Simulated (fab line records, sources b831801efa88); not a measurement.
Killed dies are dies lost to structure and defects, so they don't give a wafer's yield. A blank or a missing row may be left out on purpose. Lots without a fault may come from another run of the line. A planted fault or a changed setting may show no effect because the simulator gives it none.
One fault seen from 2 desks | flow gf180mcu | each desk has only its own numbers; what lay behind them comes last

THE METROLOGY DESK
What the gauges read, lot by lot, whatever tool the lot ran on: means of the sampled wafers that have a number. A lot is out of limits, marked OUT, if its mean lies more than 4 standard deviations from the usual mean; the brackets give that distance.
Columns: A = V3_W_RS at GF_V3_RS_MEAS_24, usual 0.332 ohm/sq; B = V3_W_THK at GF_V3_THK_MEAS_25, usual 347 nm; C = M4_ALCU_RS at GF_M4_RS_MEAS_05, usual 0.0697 ohm/sq
lot  | first seen here | A     | B   | C
L362 | day 22 02:27    | 0.331 | 343 | 0.0706
L364 | day 23 00:41    | 0.329 | 350 | 0.0705
L369 | day 25 05:26    | 0.322 | 358 | 0.0692
L368 | day 25 20:55    | 0.322 | 357 | 0.0695
L377 | day 27 19:08    | 0.332 | 348 | 0.0696
L378 | day 28 01:16    | 0.333 | 346 | 0.0692
L380 | day 28 13:47    | 0.337 | 345 | 0.0691
L381 | day 28 17:19    | 0.330 | 342 | 0.0691
L383 | day 29 08:34    | 0.335 | 346 | 0.0701
L384 | day 29 12:14    | 0.327 | 352 | 0.0685
L385 | day 30 03:31    | 0.325 | 358 | 0.0694
This desk's finding: nothing out of limits on any of the 11 lots.

THE TOOL OWNER'S DESK: cvd_w-01
The tool's own readings at GF_V3_CVD_23 (deposits W, target thk 350 nm, time 104.9 s): means of the sampled wafers that have a number, for each lot that ran on this tool. A lot is out of limits, marked OUT, if its mean lies more than 4 standard deviations from the usual mean; the brackets give that distance.
Columns: A = heater_power_w at GF_V3_CVD_23, usual 891 W
lot  | first seen here | A
L364 | day 23 00:35    | 865
L369 | day 25 05:20    | 892
L368 | day 25 20:47    | 896
L380 | day 28 13:41    | 875
L381 | day 28 17:12    | 895
L383 | day 29 08:26    | 912
This desk's finding: nothing out of limits on any of the 6 lots.

PUT TOGETHER
The metrology desk saw nothing out of limits.
The tool owner's desk saw nothing out of limits.

WHAT THE SIMULATOR HAD PUT IN
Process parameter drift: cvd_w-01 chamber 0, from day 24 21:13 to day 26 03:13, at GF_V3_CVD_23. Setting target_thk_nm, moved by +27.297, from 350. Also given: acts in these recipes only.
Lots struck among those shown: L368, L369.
